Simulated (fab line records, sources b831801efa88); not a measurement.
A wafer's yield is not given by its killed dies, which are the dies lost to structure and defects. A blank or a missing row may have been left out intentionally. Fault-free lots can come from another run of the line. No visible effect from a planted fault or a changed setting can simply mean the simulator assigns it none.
fab line records + flow sky130
record:
- lots: 11
- wafers: 33
- last_day: 50
route steps=708 shown METAL2@501 VIA2@519 METAL3@533 PAD_OPEN@708
lots that met no fault: taken from a fault-free run of the same line
start_h: hours from the record's first day to the start of the lot's first wafer shown + wait_h: how many hours have passed since the lot's step before this one + " as in the row above + L1.1+2: one row covering several wafers at once + - no value, or no start was given + * or withheld: withheld + < > ~ a bound
route shown NAME@n: names a module that has steps shown in the file, with the first one's number in the route + usual: mean/standard deviation of fault-free wafers + same: alike in all rows + chamber/n: place in a boat + sites: readings site by site + _std_site: their standard deviation + _edge_site: inner sites' mean taken away from outer sites' mean + radius_mm: how far each site lies from the wafer's centre + mask NAME#n: copy n + behind: tool/chamber where the wafer was last shaped + hold: the reason the lot was held/the length of the hold in hours/how it ended + device: names the non-switching transistor (n, p or np) + end of line: the same wafers' tests at the end of the route + a step given without rows: its recipe and nothing more + killed: dies lost to structure and defects at the first sort, not the wafer's yield + map: a wafer's dies, x killed, . not, _ none there
set.NAME: the setting that was run; set.NAME@STEP: the one run at that earlier step + model.NAME: the simulator's own value behind a step, which no gauge read
the route's steps for a sample of lots (tables are steps, rows are wafers)
services: from which hour (start_h, from the record's first day; less than 0 if before it) a tool's chamber was out of use, for how many hours, and why
== steps ==
step: SKY_METAL2_ETCH_18
recipe:
- chemistry: N2/H2
- target: BARC
- ion_energy_ev: 200
- bias_w: 100
- pressure_mtorr: 30
- n2_flow_sccm: 100
- h2_flow_sccm: 200
- icp_w: 500
- stop_on: SiO2
- time_s: 45.9
- target_depth_a: 600
usual:
- bias_w: 100.00/0.29
- drypump_motor_current_A: 6.00/0.3
- oes_product_au: 0.854/0.0047
- throttle_valve_pct: 13.226/0.0095
| lot.wafer | tool         | chamber | start_h | wait_h | bias_w | drypump_motor_current_A | oes_product_au | rf_hours_counter_h | throttle_valve_pct |
|-----------|--------------|---------|---------|--------|--------|-------------------------|----------------|--------------------|--------------------|
| L916.3    | rie_metal-04 | 0       | 821.15  | 0.0    | 100.09 | 6.10                    | 0.857          | -                  | 13.232             |
| L916.4    | "            | 1       | "       | "      | 99.67  | 6.32                    | 0.858          | -                  | 13.233             |
| L916.5    | "            | 1       | "       | "      | 99.92  | 6.34                    | 0.853          | -                  | 13.243             |
| L917.4    | rie_metal-01 | 1       | 822.65  | 0.0    | 99.86  | 6.24                    | 0.857          | -                  | 13.226             |
| L917.5    | "            | 0       | "       | "      | 100.17 | 5.56                    | 0.855          | -                  | 13.221             |
| L917.6    | "            | 1       | "       | "      | 100.10 | 6.25                    | 0.851          | -                  | 13.216             |
| L919.4    | rie_metal-01 | 0       | 844.31  | 0.0    | 99.94  | 5.54                    | 0.847          | -                  | 13.232             |
| L919.5    | "            | 1       | "       | "      | 99.94  | 6.24                    | 0.854          | -                  | 13.240             |
| L919.6    | "            | 0       | "       | "      | 99.95  | 5.53                    | 0.853          | -                  | 13.222             |
| L920.2    | rie_metal-03 | 0       | 853.34  | 0.0    | 100.09 | 5.73                    | 0.858          | 16                 | 13.222             |
| L920.5    | "            | 0       | "       | "      | 100.38 | 5.73                    | 0.863          | -                  | 13.231             |
| L920.6    | "            | 1       | "       | "      | 100.26 | 6.17                    | 0.862          | -                  | 13.221             |
| L926.2    | rie_metal-04 | 1       | 907.09  | 0.0    | 100.27 | 6.36                    | 0.854          | 6                  | 13.226             |
| L926.3    | "            | 1       | "       | "      | 100.07 | 6.36                    | 0.852          | -                  | 13.207             |
| L926.4    | "            | 0       | "       | "      | 100.03 | 6.08                    | 0.855          | -                  | 13.231             |
| L931.1    | rie_metal-03 | 1       | 949.49  | 0.0    | 99.93  | 6.21                    | 0.848          | 8                  | 13.230             |
| L931.4    | "            | 0       | "       | "      | 99.56  | 5.80                    | 0.851          | -                  | 13.228             |
| L931.5    | "            | 0       | "       | "      | 100.41 | 5.79                    | 0.850          | -                  | 13.215             |
| L930.2    | rie_metal-03 | 0       | 960.44  | 0.0    | 99.70  | 5.78                    | 0.847          | 20                 | 13.227             |
| L930.3    | "            | 1       | "       | "      | 99.90  | 6.20                    | 0.853          | -                  | 13.238             |
| L930.6    | "            | 0       | "       | "      | 100.02 | 5.75                    | 0.854          | -                  | 13.238             |
| L932.1    | rie_metal-01 | 1       | 961.23  | 0.0    | 99.77  | 6.25                    | 0.859          | 2                  | 13.241             |
| L932.3    | "            | 0       | "       | "      | 99.76  | 5.50                    | 0.850          | -                  | 13.222             |
| L932.5    | "            | 1       | "       | "      | 99.84  | 6.25                    | 0.854          | -                  | 13.224             |
| L934.1    | rie_metal-01 | 0       | 967.74  | 0.0    | 100.29 | 5.53                    | 0.854          | 14                 | 13.240             |
| L934.3    | "            | 0       | "       | "      | 100.01 | 5.51                    | 0.851          | -                  | 13.240             |
| L934.6    | "            | 0       | "       | "      | 100.26 | 5.52                    | 0.856          | -                  | 13.227             |
| L936.1    | rie_metal-03 | 0       | 973.44  | 0.0    | 100.08 | 5.77                    | 0.856          | 21                 | 13.227             |
| L936.2    | "            | 1       | "       | "      | 99.72  | 6.16                    | 0.856          | 9                  | 13.210             |
| L936.5    | "            | 1       | "       | "      | 100.10 | 6.16                    | 0.841          | -                  | 13.237             |
| L938.4    | rie_metal-01 | 1       | 988.86  | 0.0    | 99.63  | 6.26                    | 0.843          | -                  | 13.215             |
| L938.5    | "            | 1       | "       | "      | 99.83  | 6.26                    | 0.852          | -                  | 13.232             |
| L938.6    | "            | 0       | "       | "      | 100.11 | 5.54                    | 0.859          | -                  | 13.239             |
step: SKY_VIA2_CD_MEAS_12
recipe:
- target_cd_nm: 200
usual:
- cd_nm: 200.3/1.3
| lot.wafer | tool      | chamber | start_h | wait_h | cd_nm |
|-----------|-----------|---------|---------|--------|-------|
| L916.3    | cd_sem-02 | -       | 848.37  | -      | 197.6 |
| L916.4    | "         | -       | "       | "      | 199.5 |
| L916.5    | "         | -       | "       | "      | 200.6 |
| L917.4    | cd_sem-02 | -       | 849.46  | -      | 199.1 |
| L917.5    | "         | -       | "       | "      | 201.2 |
| L917.6    | "         | -       | "       | "      | 199.6 |
| L919.4    | cd_sem-02 | -       | 870.89  | -      | 199.3 |
| L919.5    | "         | -       | "       | "      | 201.7 |
| L919.6    | "         | -       | "       | "      | 201.1 |
| L920.2    | cd_sem-01 | -       | 880.15  | -      | 200.3 |
| L920.5    | "         | -       | "       | "      | 200.4 |
| L920.6    | "         | -       | "       | "      | 200.9 |
| L926.2    | cd_sem-02 | -       | 933.53  | -      | 200.7 |
| L926.3    | "         | -       | "       | "      | 199.6 |
| L926.4    | "         | -       | "       | "      | 201.0 |
| L931.1    | cd_sem-01 | -       | 973.61  | -      | 199.3 |
| L931.4    | "         | -       | "       | "      | 200.0 |
| L931.5    | "         | -       | "       | "      | 201.2 |
| L930.2    | cd_sem-01 | -       | 985.21  | -      | 197.2 |
| L930.3    | "         | -       | "       | "      | 197.1 |
| L930.6    | "         | -       | "       | "      | 197.7 |
| L932.1    | cd_sem-01 | -       | 986.49  | -      | 202.2 |
| L932.3    | "         | -       | "       | "      | 201.5 |
| L932.5    | "         | -       | "       | "      | 201.6 |
| L934.1    | cd_sem-01 | -       | 992.49  | -      | 198.8 |
| L934.3    | "         | -       | "       | "      | 201.9 |
| L934.6    | "         | -       | "       | "      | 199.5 |
| L936.1    | cd_sem-01 | -       | 997.70  | -      | 201.2 |
| L936.2    | "         | -       | "       | "      | 200.3 |
| L936.5    | "         | -       | "       | "      | 199.4 |
| L938.4    | cd_sem-01 | -       | 1013.01 | -      | 200.3 |
| L938.5    | "         | -       | "       | "      | 199.3 |
| L938.6    | "         | -       | "       | "      | 199.3 |
step: SKY_VIA2_ETCH_15
recipe:
- target: SiO2
- chemistry: C4F8/O2/Ar
- target_depth_nm: 546
- stop_on: TiN
- mask_material: KrF-thick
- source_w: 1500
- bias_w: 1200
- pressure_mtorr: 40
- c4f8_flow_sccm: withheld
- O2_flow_sccm: 6
- Ar_flow_sccm: 300
- time_s: 84
usual:
- bias_w: 1201/3.5
- oes_product_au: 0.939/0.0051
| lot.wafer | tool        | chamber | start_h | wait_h | bias_w | oes_product_au | rf_hours_counter_h |
|-----------|-------------|---------|---------|--------|--------|----------------|--------------------|
| L916.3    | rie_diel-01 | 1       | 848.53  | 0.0    | 1206   | 0.940          | 19                 |
| L916.4    | "           | 2       | "       | "      | 1198   | 0.936          | 10                 |
| L916.5    | "           | 2       | "       | "      | 1197   | 0.938          | -                  |
| L917.4    | rie_diel-04 | 3       | 849.60  | 0.0    | 1193   | 0.933          | 5                  |
| L917.5    | "           | 2       | "       | "      | 1200   | 0.942          | -                  |
| L917.6    | "           | 1       | "       | "      | 1200   | 0.941          | -                  |
| L919.4    | rie_diel-02 | 0       | 871.03  | 0.0    | 1200   | 0.946          | 11                 |
| L919.5    | "           | 0       | "       | "      | 1200   | 0.934          | -                  |
| L919.6    | "           | 1       | "       | "      | 1202   | 0.946          | -                  |
| L920.2    | rie_diel-01 | 0       | 880.33  | 0.0    | 1199   | 0.939          | 19                 |
| L920.5    | "           | 2       | "       | "      | 1199   | 0.929          | -                  |
| L920.6    | "           | 1       | "       | "      | 1203   | 0.942          | -                  |
| L926.2    | rie_diel-04 | 0       | 933.70  | 0.0    | 1211   | 0.940          | 23                 |
| L926.3    | "           | 2       | "       | "      | 1190   | 0.936          | 13                 |
| L926.4    | "           | 3       | "       | "      | 1201   | 0.940          | 8                  |
| L931.1    | rie_diel-04 | 1       | 973.80  | 0.0    | 1203   | 0.748          | 25                 |
| L931.4    | "           | 3       | "       | "      | 1210   | 0.752          | 9                  |
| L931.5    | "           | 2       | "       | "      | 1200   | 0.741          | -                  |
| L930.2    | rie_diel-01 | 2       | 985.38  | 0.0    | 1199   | 0.930          | 15                 |
| L930.3    | "           | 3       | "       | "      | 1201   | 0.939          | 14                 |
| L930.6    | "           | 1       | "       | "      | 1197   | 0.941          | -                  |
| L932.1    | rie_diel-04 | 1       | 986.68  | 0.0    | 1206   | 0.747          | 25                 |
| L932.3    | "           | 0       | "       | "      | 1204   | 0.740          | 24                 |
| L932.5    | "           | 1       | "       | "      | 1203   | 0.743          | -                  |
| L934.1    | rie_diel-01 | 3       | 992.68  | 0.0    | 1199   | 0.944          | 14                 |
| L934.3    | "           | 0       | "       | "      | 1203   | 0.934          | 24                 |
| L934.6    | "           | 0       | "       | "      | 1203   | 0.946          | -                  |
| L936.1    | rie_diel-02 | 0       | 997.90  | 0.0    | 1196   | 0.929          | 14                 |
| L936.2    | "           | 2       | "       | "      | 1202   | 0.929          | 6                  |
| L936.5    | "           | 1       | "       | "      | 1203   | 0.943          | -                  |
| L938.4    | rie_diel-02 | 3       | 1013.18 | 0.0    | 1199   | 0.935          | -                  |
| L938.5    | "           | 0       | "       | "      | 1201   | 0.934          | -                  |
| L938.6    | "           | 1       | "       | "      | 1200   | 0.932          | -                  |
step: SKY_VIA2_STRIP_16
recipe:
- chemistry: O2/N2
- power_w: 1400
- pressure_mtorr: 1500
- platen_temp_c: withheld
- o2_flow_sccm: 3000
- n2_flow_sccm: 300
- overash_fraction: 0.5
usual:
- drypump_motor_current_A: 6.06/0.26
- o2_flow_sccm: 3000/8.9
- oes_product_au: 0.399/0.0045
- strip_time_to_endpoint_s: 4.050/0.019
same:
- overash_fraction: 0.5
| lot.wafer | tool            | chamber | start_h | wait_h | drypump_motor_current_A | o2_flow_sccm | oes_product_au | rf_hours_counter_h | strip_time_to_endpoint_s |
|-----------|-----------------|---------|---------|--------|-------------------------|--------------|----------------|--------------------|--------------------------|
| L916.3    | plasma_asher-02 | 0       | 848.63  | 0.1    | 5.81                    | 3003         | 0.402          | -                  | 4.030                    |
| L916.4    | "               | 1       | "       | "      | 6.19                    | 2990         | 0.397          | -                  | 4.027                    |
| L916.5    | "               | 1       | "       | "      | 6.20                    | 2984         | 0.398          | -                  | 4.035                    |
| L917.4    | plasma_asher-01 | 1       | 849.70  | 0.1    | 6.44                    | 2994         | 0.401          | -                  | 4.062                    |
| L917.5    | "               | 0       | "       | "      | 6.27                    | 2991         | 0.392          | -                  | 4.067                    |
| L917.6    | "               | 1       | "       | "      | 6.38                    | 2990         | 0.396          | -                  | 4.034                    |
| L919.4    | plasma_asher-03 | 0       | 871.13  | 0.1    | 5.68                    | 3003         | 0.405          | -                  | 4.058                    |
| L919.5    | "               | 1       | "       | "      | 6.35                    | 3011         | 0.400          | -                  | 4.043                    |
| L919.6    | "               | 0       | "       | "      | 5.66                    | 3000         | 0.401          | -                  | 4.053                    |
| L920.2    | plasma_asher-03 | 0       | 880.40  | 0.0    | 5.65                    | 2983         | 0.396          | 47                 | 4.048                    |
| L920.5    | "               | 1       | "       | "      | 6.38                    | 3004         | 0.395          | -                  | 4.014                    |
| L920.6    | "               | 0       | "       | "      | 5.67                    | 2974         | 0.407          | -                  | 4.043                    |
| L926.2    | plasma_asher-02 | 1       | 933.77  | 0.0    | 6.15                    | 2998         | 0.396          | 108                | 4.044                    |
| L926.3    | "               | 1       | "       | "      | 6.16                    | 3003         | 0.403          | -                  | 4.071                    |
| L926.4    | "               | 0       | "       | "      | 5.88                    | 3003         | 0.403          | -                  | 4.059                    |
| L931.1    | plasma_asher-02 | 0       | 973.87  | 0.0    | 5.82                    | 2999         | 0.423          | 112                | 4.506                    |
| L931.4    | "               | 1       | "       | "      | 6.15                    | 2990         | 0.414          | -                  | 4.485                    |
| L931.5    | "               | 0       | "       | "      | 5.83                    | 3006         | 0.418          | -                  | 4.528                    |
| L930.2    | plasma_asher-02 | 1       | 985.45  | 0.0    | 6.18                    | 3002         | 0.395          | 113                | 4.080                    |
| L930.3    | "               | 1       | "       | "      | 6.17                    | 3002         | 0.401          | -                  | 4.059                    |
| L930.6    | "               | 0       | "       | "      | 5.80                    | 2995         | 0.399          | -                  | 4.080                    |
| L932.1    | plasma_asher-03 | 0       | 986.75  | 0.0    | 5.66                    | 2995         | 0.415          | 58                 | 4.483                    |
| L932.3    | "               | 0       | "       | "      | 5.67                    | 3006         | 0.414          | -                  | 4.500                    |
| L932.5    | "               | 0       | "       | "      | 5.66                    | 2996         | 0.421          | -                  | 4.487                    |
| L934.1    | plasma_asher-02 | 0       | 992.75  | 0.0    | 5.86                    | 2998         | 0.396          | 114                | 4.080                    |
| L934.3    | "               | 0       | "       | "      | 5.86                    | 3001         | 0.404          | -                  | 4.063                    |
| L934.6    | "               | 1       | "       | "      | 6.19                    | 2998         | 0.400          | -                  | 4.046                    |
| L936.1    | plasma_asher-03 | 0       | 997.96  | 0.0    | 5.63                    | 3000         | 0.403          | 59                 | 4.092                    |
| L936.2    | "               | 1       | "       | "      | 6.36                    | 3001         | 0.403          | 59                 | 4.068                    |
| L936.5    | "               | 0       | "       | "      | 5.63                    | 2993         | 0.402          | -                  | 4.056                    |
| L938.4    | plasma_asher-02 | 0       | 1013.25 | 0.0    | 5.87                    | 3011         | 0.398          | -                  | 4.067                    |
| L938.5    | "               | 1       | "       | "      | 6.17                    | 3010         | 0.401          | -                  | 4.085                    |
| L938.6    | "               | 0       | "       | "      | 5.84                    | 3008         | 0.392          | -                  | 4.051                    |
step: SKY_METAL3_SPUTTER_01
recipe:
- material: TiN
- target_thk_nm: 20
- power_w: 6500
- time_s: 16.7
- chamber_pressure_pa: 0.4
usual:
- chamber_pressure_pa: 0.4000/0.00082
- throttle_valve_pct: 29.6/1
| lot.wafer | tool           | chamber | start_h | wait_h | chamber_pressure_pa | throttle_valve_pct |
|-----------|----------------|---------|---------|--------|---------------------|--------------------|
| L916.3    | pvd_sputter-02 | -       | 849.92  | 0.0    | 0.4001              | 30.4               |
| L916.4    | "              | -       | "       | "      | 0.3993              | 31.0               |
| L916.5    | "              | -       | "       | "      | 0.3996              | 30.6               |
| L917.4    | pvd_sputter-02 | -       | 850.95  | 0.0    | 0.3999              | 31.0               |
| L917.5    | "              | -       | "       | "      | 0.3999              | 30.3               |
| L917.6    | "              | -       | "       | "      | 0.4007              | 29.3               |
| L919.4    | pvd_sputter-04 | -       | 872.52  | 0.0    | 0.4006              | 31.1               |
| L919.5    | "              | -       | "       | "      | 0.3991              | 29.1               |
| L919.6    | "              | -       | "       | "      | 0.4005              | 30.0               |
| L920.2    | pvd_sputter-02 | -       | 881.78  | 0.0    | 0.3993              | 29.2               |
| L920.5    | "              | -       | "       | "      | 0.4007              | 30.4               |
| L920.6    | "              | -       | "       | "      | 0.3998              | 30.8               |
| L926.2    | pvd_sputter-02 | -       | 935.10  | 0.0    | 0.4018              | 30.8               |
| L926.3    | "              | -       | "       | "      | 0.4008              | 31.1               |
| L926.4    | "              | -       | "       | "      | 0.4011              | 29.3               |
| L930.2    | pvd_sputter-02 | -       | 986.73  | 0.0    | 0.4020              | 30.4               |
| L930.3    | "              | -       | "       | "      | 0.3996              | 30.9               |
| L930.6    | "              | -       | "       | "      | 0.4004              | 31.0               |
| L934.1    | pvd_sputter-01 | -       | 994.04  | 0.0    | 0.4009              | 29.2               |
| L934.3    | "              | -       | "       | "      | 0.4003              | 28.1               |
| L934.6    | "              | -       | "       | "      | 0.4000              | 28.2               |
| L936.1    | pvd_sputter-01 | -       | 999.26  | 0.0    | 0.3994              | 28.3               |
| L936.2    | "              | -       | "       | "      | 0.3999              | 29.4               |
| L936.5    | "              | -       | "       | "      | 0.4007              | 27.4               |
| L938.4    | pvd_sputter-04 | -       | 1014.54 | 0.0    | 0.3988              | 30.9               |
| L938.5    | "              | -       | "       | "      | 0.4009              | 29.7               |
| L938.6    | "              | -       | "       | "      | 0.3982              | 30.9               |
step: SKY_PAD_OPEN_PROBE_99
usual:
- defect_limited_yield: 82.6/2
- killed_at_M0_to_M3: 43/7.3
- killed_at_M4_up: 3.4/1.7
- killed_at_contacts: 24/4.5
- killed_at_front_end: 16/4.4
- killed_at_other: 0.2/0.51
- killed_dies: 86/9.7
- killed_on_rim: 17/3.7
- killed_open: 46/6.6
- killed_short: 39/7.1
- sort_bin_3_pad_short: 0.9/0.45
- sort_bin_5_function: 10.4/1.4
- sort_bin_6_memory: 6.2/1.2
- sort_n_pass: 406/9.7
- sort_yield_pct: 82.6/2
same:
- gross_dies: 492
- killed_at_back_side: 0
- sort_bin_4_leakage[%]: 0
- sort_bin_8_speed[%]: 0
| lot.wafer | tool      | chamber | start_h | wait_h | defect_limited_yield[%] | killed_at_M0_to_M3 | killed_at_M4_up | killed_at_contacts | killed_at_front_end | killed_at_other | killed_dies | killed_on_rim | killed_open | killed_short | sort_bin_3_pad_short[%] | sort_bin_5_function[%] | sort_bin_6_memory[%] | sort_n_pass | sort_yield_pct[%] |
|-----------|-----------|---------|---------|--------|-------------------------|--------------------|-----------------|--------------------|---------------------|-----------------|-------------|---------------|-------------|--------------|-------------------------|------------------------|----------------------|-------------|-------------------|
| L917.4    | prober-01 | -       | 1076.83 | 0.2    | 85.2                    | 27                 | 5               | 19                 | 22                  | 0               | 73          | 11            | 43          | 30           | 0.8                     | 9.3                    | 4.7                  | 419         | 85.2              |
| L917.5    | prober-01 | -       | 1076.88 | 0.2    | 80.7                    | 52                 | 3               | 24                 | 16                  | 0               | 95          | 18            | 48          | 46           | 1.6                     | 11.2                   | 6.5                  | 397         | 80.7              |
| L917.6    | prober-01 | -       | 1076.93 | 0.2    | 83.9                    | 40                 | 4               | 19                 | 16                  | 0               | 79          | 14            | 50          | 28           | 0.6                     | 10.4                   | 5.1                  | 413         | 83.9              |
| L919.4    | prober-01 | -       | 1095.22 | 0.2    | 83.1                    | 41                 | 2               | 25                 | 15                  | 0               | 83          | 19            | 51          | 32           | 0.4                     | 11.4                   | 5.1                  | 409         | 83.1              |
| L919.5    | prober-01 | -       | 1095.27 | 0.2    | 80.3                    | 50                 | 3               | 27                 | 17                  | 0               | 97          | 17            | 54          | 43           | 1.0                     | 12.8                   | 5.9                  | 395         | 80.3              |
| L919.6    | prober-01 | -       | 1095.32 | 0.2    | 81.5                    | 51                 | 3               | 24                 | 13                  | 0               | 91          | 19            | 51          | 40           | 1.0                     | 11.2                   | 6.3                  | 401         | 81.5              |
| L920.2    | prober-01 | -       | 1101.59 | 0.1    | 82.7                    | 39                 | 3               | 24                 | 19                  | 0               | 85          | 17            | 46          | 38           | 0.4                     | 12.8                   | 4.1                  | 407         | 82.7              |
| L920.5    | prober-01 | -       | 1101.74 | 0.2    | 85.8                    | 40                 | 0               | 19                 | 11                  | 0               | 70          | 14            | 40          | 30           | 0.4                     | 7.3                    | 6.5                  | 422         | 85.8              |
| L920.6    | prober-01 | -       | 1101.79 | 0.2    | 81.3                    | 40                 | 4               | 31                 | 17                  | 0               | 92          | 13            | 51          | 41           | 1.2                     | 8.3                    | 9.1                  | 400         | 81.3              |
| L926.2    | prober-01 | -       | 1139.22 | 0.1    | 83.3                    | 37                 | 6               | 20                 | 19                  | 0               | 82          | 13            | 38          | 43           | 1.2                     | 10.0                   | 5.5                  | 410         | 83.3              |
| L926.3    | prober-01 | -       | 1139.27 | 0.2    | 84.6                    | 34                 | 2               | 26                 | 14                  | 0               | 76          | 20            | 46          | 30           | 0.2                     | 10.2                   | 5.1                  | 416         | 84.6              |
| L926.4    | prober-01 | -       | 1139.32 | 0.2    | 82.1                    | 39                 | 4               | 26                 | 19                  | 0               | 88          | 18            | 50          | 38           | 0.4                     | 11.2                   | 6.3                  | 404         | 82.1              |
| L931.1    | prober-01 | -       | 1171.09 | 0.1    | 0                       | 445                | 5               | 29                 | 13                  | 0               | 492         | 96            | 48          | 35           | 0.6                     | 92.5                   | 6.9                  | 0           | 0                 |
| L931.4    | prober-01 | -       | 1171.24 | 0.2    | 0                       | 440                | 4               | 26                 | 22                  | 0               | 492         | 96            | 64          | 43           | 0.4                     | 92.9                   | 6.7                  | 0           | 0                 |
| L931.5    | prober-01 | -       | 1171.29 | 0.2    | 0                       | 447                | 3               | 23                 | 19                  | 0               | 492         | 96            | 53          | 38           | 0.4                     | 94.1                   | 5.5                  | 0           | 0                 |
| L932.1    | prober-01 | -       | 1183.03 | 0.1    | 0                       | 451                | 4               | 26                 | 10                  | 1               | 492         | 96            | 37          | 48           | 1.0                     | 92.5                   | 6.5                  | 0           | 0                 |
| L932.3    | prober-01 | -       | 1183.13 | 0.2    | 0                       | 453                | 3               | 23                 | 12                  | 1               | 492         | 96            | 39          | 44           | 1.6                     | 91.9                   | 6.5                  | 0           | 0                 |
| L932.5    | prober-01 | -       | 1183.23 | 0.2    | 0                       | 448                | 2               | 28                 | 14                  | 0               | 492         | 96            | 49          | 33           | 1.0                     | 94.5                   | 4.5                  | 0           | 0                 |
killed by level:class
L917.4 CONTACT:geometric_particle:open=11 VIA1:geometric_particle:open=9 FIELD_ISO:geometric_particle:open=6 FIELD_ISO:geometric_particle:short=5 POLY_GATE:geometric_particle:short=5 CONTACT:geometric_particle:short=5 VIA2:geometric_particle:open=5 VIA3:geometric_particle:open=4
L917.5 VIA1:geometric_particle:open=10 CONTACT:geometric_particle:short=8 METAL1:geometric_particle:short=7 CONTACT:geometric_particle:open=7 VIA2:geometric_particle:short=7 VIA3:geometric_particle:open=7 FIELD_ISO:geometric_particle:open=6 VIA1:geometric_particle:short=5
L917.6 VIA1:geometric_particle:open=11 CONTACT:geometric_particle:open=9 VIA2:geometric_particle:open=8 VIA3:geometric_particle:short=6 FIELD_ISO:geometric_particle:open=5 CONTACT:geometric_particle:short=5 VIA3:geometric_particle:open=5 LI_CONTACT:geometric_particle:open=4
L919.4 CONTACT:geometric_particle:open=9 VIA3:geometric_particle:open=9 VIA2:geometric_particle:open=9 LI_CONTACT:geometric_particle:open=7 VIA1:geometric_particle:open=6 METAL2:geometric_particle:short=6 FIELD_ISO:geometric_particle:open=5 POLY_GATE:geometric_particle:short=5
L919.5 VIA1:geometric_particle:open=13 LI_CONTACT:geometric_particle:open=8 VIA3:geometric_particle:open=8 CONTACT:geometric_particle:short=7 CONTACT:geometric_particle:open=7 METAL2:geometric_particle:short=6 VIA2:geometric_particle:short=5 VIA2:geometric_particle:open=5
L919.6 VIA1:geometric_particle:open=12 VIA3:geometric_particle:open=10 VIA2:geometric_particle:open=9 CONTACT:geometric_particle:open=7 LI_CONTACT:geometric_particle:open=6 POLY_GATE:geometric_particle:short=5 LI_CONTACT:geometric_particle:short=5 CONTACT:geometric_particle:short=5
L920.2 CONTACT:geometric_particle:open=12 VIA1:geometric_particle:open=7 LI_CONTACT:geometric_particle:open=6 VIA1:geometric_particle:short=6 POLY_GATE:geometric_particle:open=5 CONTACT:geometric_particle:short=5 METAL1:geometric_particle:short=5 VIA3:geometric_particle:open=5
L920.5 VIA1:geometric_particle:open=13 CONTACT:geometric_particle:open=8 CONTACT:geometric_particle:short=6 METAL1:geometric_particle:short=5 VIA1:geometric_particle:short=5 LI_CONTACT:geometric_particle:open=4 VIA2:geometric_particle:open=4 METAL2:geometric_particle:short=4
L920.6 CONTACT:geometric_particle:open=10 VIA1:geometric_particle:open=10 LI_CONTACT:geometric_particle:open=8 METAL1:geometric_particle:short=6 VIA3:geometric_particle:open=5 LI_CONTACT:geometric_particle:short=4 CONTACT:geometric_particle:short=4 METAL2:geometric_particle:short=4
L926.2 VIA2:geometric_particle:open=8 LI_CONTACT:geometric_particle:open=7 VIA3:geometric_particle:open=7 FIELD_ISO:geometric_particle:short=6 METAL1:geometric_particle:short=6 POLY_GATE:geometric_particle:short=5 CONTACT:geometric_particle:open=5 METAL2:geometric_particle:short=5
L926.3 CONTACT:geometric_particle:open=9 VIA1:geometric_particle:open=9 LI_CONTACT:geometric_particle:open=7 CONTACT:geometric_particle:short=6 VIA2:geometric_particle:open=6 VIA3:geometric_particle:open=6 POLY_GATE:geometric_particle:short=4 METAL2:geometric_particle:short=4
L926.4 VIA1:geometric_particle:open=14 CONTACT:geometric_particle:open=10 CONTACT:geometric_particle:short=6 VIA3:geometric_particle:open=6 FIELD_ISO:geometric_particle:short=5 FIELD_ISO:geometric_particle:open=5 POLY_GATE:geometric_particle:short=5 VIA3:geometric_particle:short=5
L931.1 VIA2:area_etch=409 LI_CONTACT:geometric_particle:open=11 VIA1:geometric_particle:open=8 CONTACT:geometric_particle:open=8 METAL1:geometric_particle:short=6 METAL2:geometric_particle:short=6 FIELD_ISO:geometric_particle:open=5 VIA3:geometric_particle:open=5
L931.4 VIA2:area_etch=385 VIA1:geometric_particle:open=13 FIELD_ISO:geometric_particle:open=8 CONTACT:geometric_particle:short=7 CONTACT:geometric_particle:open=6 VIA2:geometric_particle:open=6 LI_CONTACT:geometric_particle:open=5 METAL2:geometric_particle:short=5
L931.5 VIA2:area_etch=401 CONTACT:geometric_particle:open=9 VIA1:geometric_particle:open=9 VIA2:geometric_particle:open=8 METAL3:geometric_particle:short=7 LI_CONTACT:geometric_particle:open=6 CONTACT:geometric_particle:short=5 METAL2:geometric_particle:short=5
L932.1 VIA2:area_etch=407 VIA1:geometric_particle:open=9 VIA1:geometric_particle:short=8 LI_CONTACT:geometric_particle:short=7 LOCAL_INTERCONNECT:geometric_particle:short=6 CONTACT:geometric_particle:open=6 METAL2:geometric_particle:short=5 LI_CONTACT:geometric_particle:open=4
L932.3 VIA2:area_etch=409 CONTACT:geometric_particle:open=12 METAL2:geometric_particle:short=9 VIA1:geometric_particle:open=8 METAL1:geometric_particle:short=7 VIA3:geometric_particle:open=7 FIELD_ISO:geometric_particle:short=5 LOCAL_INTERCONNECT:geometric_particle:short=4
L932.5 VIA2:area_etch=410 VIA1:geometric_particle:open=12 LI_CONTACT:geometric_particle:open=9 VIA1:geometric_particle:short=7 VIA3:geometric_particle:open=7 CONTACT:geometric_particle:open=6 CONTACT:geometric_particle:short=5 METAL2:geometric_particle:short=5
== services ==
| tool            | chamber | start_h | hours | kind   |
|-----------------|---------|---------|-------|--------|
| pvd_sputter-02  | -       | 802.97  | 4.8   | repair |
| pvd_sputter-02  | -       | 834.71  | 1.1   | repair |
| plasma_asher-03 | -       | 840.66  | 1.6   | repair |
| rie_diel-04     | 0       | 870.81  | 1.3   | repair |
| rie_diel-02     | -       | 871.10  | 14.6  | pm     |
| pvd_sputter-02  | -       | 887.64  | 3.4   | repair |
| pvd_sputter-01  | -       | 890.77  | 4.1   | repair |
| rie_diel-01     | 2       | 894.96  | 6.7   | repair |
| plasma_asher-02 | -       | 897.75  | 12.4  | repair |
| rie_diel-04     | 1       | 900.85  | 2.5   | repair |
| rie_diel-01     | 3       | 903.34  | 3.1   | repair |
| pvd_sputter-02  | -       | 904.31  | 11.8  | repair |
| pvd_sputter-01  | -       | 925.11  | 1.4   | repair |
| rie_metal-03    | 0       | 927.17  | 20.9  | repair |
| rie_diel-04     | 3       | 927.39  | 5.5   | repair |
| rie_diel-01     | 0       | 943.95  | 7.9   | repair |
| plasma_asher-02 | -       | 964.76  | 2.7   | repair |
| rie_metal-01    | -       | 980.42  | 0.4   | repair |
| pvd_sputter-04  | -       | 984.55  | 0.5   | repair |
| pvd_sputter-02  | -       | 997.52  | 1.9   | repair |
| rie_diel-04     | -       | 1007.82 | 2.8   | pm     |
| plasma_asher-02 | -       | 1008.99 | 0.7   | repair |
| rie_diel-02     | 2       | 1009.68 | 12.5  | repair |
| plasma_asher-03 | -       | 1010.90 | 2.8   | pm     |
== key ==
first_sign:
- step: SKY_VIA2_ETCH_15
- reading: oes_product_au
- direction: down
- sigmas: 38
- usual: 0.939
- struck: 0.745
effect:
- step: SKY_VIA2_STRIP_16
- reading: strip_time_to_endpoint_s
- direction: up
- sigmas: 24
- usual: *
- struck: *
effect:
- step: SKY_PAD_OPEN_PROBE_99
- reading: sort_bin_5_function
- direction: up
- sigmas: 57
- usual: 10.4
- struck: 93.1
more_kills_born_at:
- SKY_VIA2_ETCH_15@rie_diel-04: 2421
met_at SKY_VIA2_ETCH_15
struck_lots L931,L932
later_rows_left_out L931.1,L931.4,L931.5,L932.1,L932.3,L932.5
not_acting_at SKY_METAL2_ETCH_18,SKY_VIA2_CD_MEAS_12,SKY_METAL3_SPUTTER_01
onset_between 933.70 973.80
fault:
- kind: process_parameter_drift
- tool: rie_diel-04
- chamber: -
- onset_h: 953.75
- steps: SKY_VIA2_ETCH_15
- channel: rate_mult
- offset: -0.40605
- shape: step
- end_h: 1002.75
later_rows_left_out: the simulator's readings of these wafers behind a module that went badly wrong aren't trusted and aren't shown, but for the sort
